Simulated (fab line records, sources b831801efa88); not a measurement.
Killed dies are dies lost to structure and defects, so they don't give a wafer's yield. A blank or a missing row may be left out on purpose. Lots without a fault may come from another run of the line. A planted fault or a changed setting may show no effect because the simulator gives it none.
One fault seen from 2 desks | flow sky130 | each desk has only its own numbers; what lay behind them comes last

THE METROLOGY DESK
What the gauges read, lot by lot, whatever tool the lot ran on: means of the sampled wafers that have a number. A lot is out of limits, marked OUT, if its mean lies more than 4 standard deviations from the usual mean; the brackets give that distance.
Columns: A = VIA4_HDPCVD_THK at SKY_VIA4_THK_MEAS_01, usual 1748 nm
lot  | first seen here | A
L592 | day 41 19:37    | 1763
L593 | day 41 21:33    | 1748
L594 | day 42 13:29    | 1760
L601 | day 44 15:38    | 1945 (+8.6) OUT
L602 | day 44 20:44    | 1947 (+8.6) OUT
L605 | day 45 15:31    | 1775
L606 | day 46 04:59    | 1771
L613 | day 47 11:17    | 1768
L612 | day 47 16:17    | 1728
L615 | day 47 20:21    | 1771
L614 | day 47 22:22    | 1754
This desk's finding: out of limits on L601, L602; first on L601, day 44 15:38 (VIA4_HDPCVD_THK at SKY_VIA4_THK_MEAS_01). In limits: L592, L593, L594, L605, L606, L613, L612, L615, L614.

THE TOOL OWNER'S DESK: hdpcvd-01
The tool's own readings at SKY_VIA4_HDPCVD_00 (deposits SiO2, target thk 1750 nm, time 291.7 s): means of the sampled wafers that have a number, for each lot that ran on this tool. A lot is out of limits, marked OUT, if its mean lies more than 4 standard deviations from the usual mean; the brackets give that distance.
Columns: A = run_length_s at SKY_VIA4_HDPCVD_00, usual 319.7 s
lot  | first seen here | A
L601 | day 44 15:26    | 355.7 (+86) OUT
L602 | day 44 20:37    | 355.9 (+86) OUT
L612 | day 47 16:06    | 319.6
This desk's finding: out of limits on L601, L602; first on L601, day 44 15:26 (run_length_s at SKY_VIA4_HDPCVD_00). In limits: L612.

PUT TOGETHER
The tool owner's desk could have raised an alarm at day 44 15:26, on L601, L602.
The metrology desk could have raised an alarm at day 44 15:38, on L601, L602.
Of the lots named, all ran SKY_VIA4_HDPCVD_00 on hdpcvd-01.

WHAT THE SIMULATOR HAD PUT IN
Process parameter drift: hdpcvd-01, from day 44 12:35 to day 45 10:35, at SKY_VIA4_HDPCVD_00. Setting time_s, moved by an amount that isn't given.
Lots struck among those shown: L601, L602.
Hours from the fault's start to each desk's first reading out of limits: the tool owner's desk, 3; the metrology desk, 3.
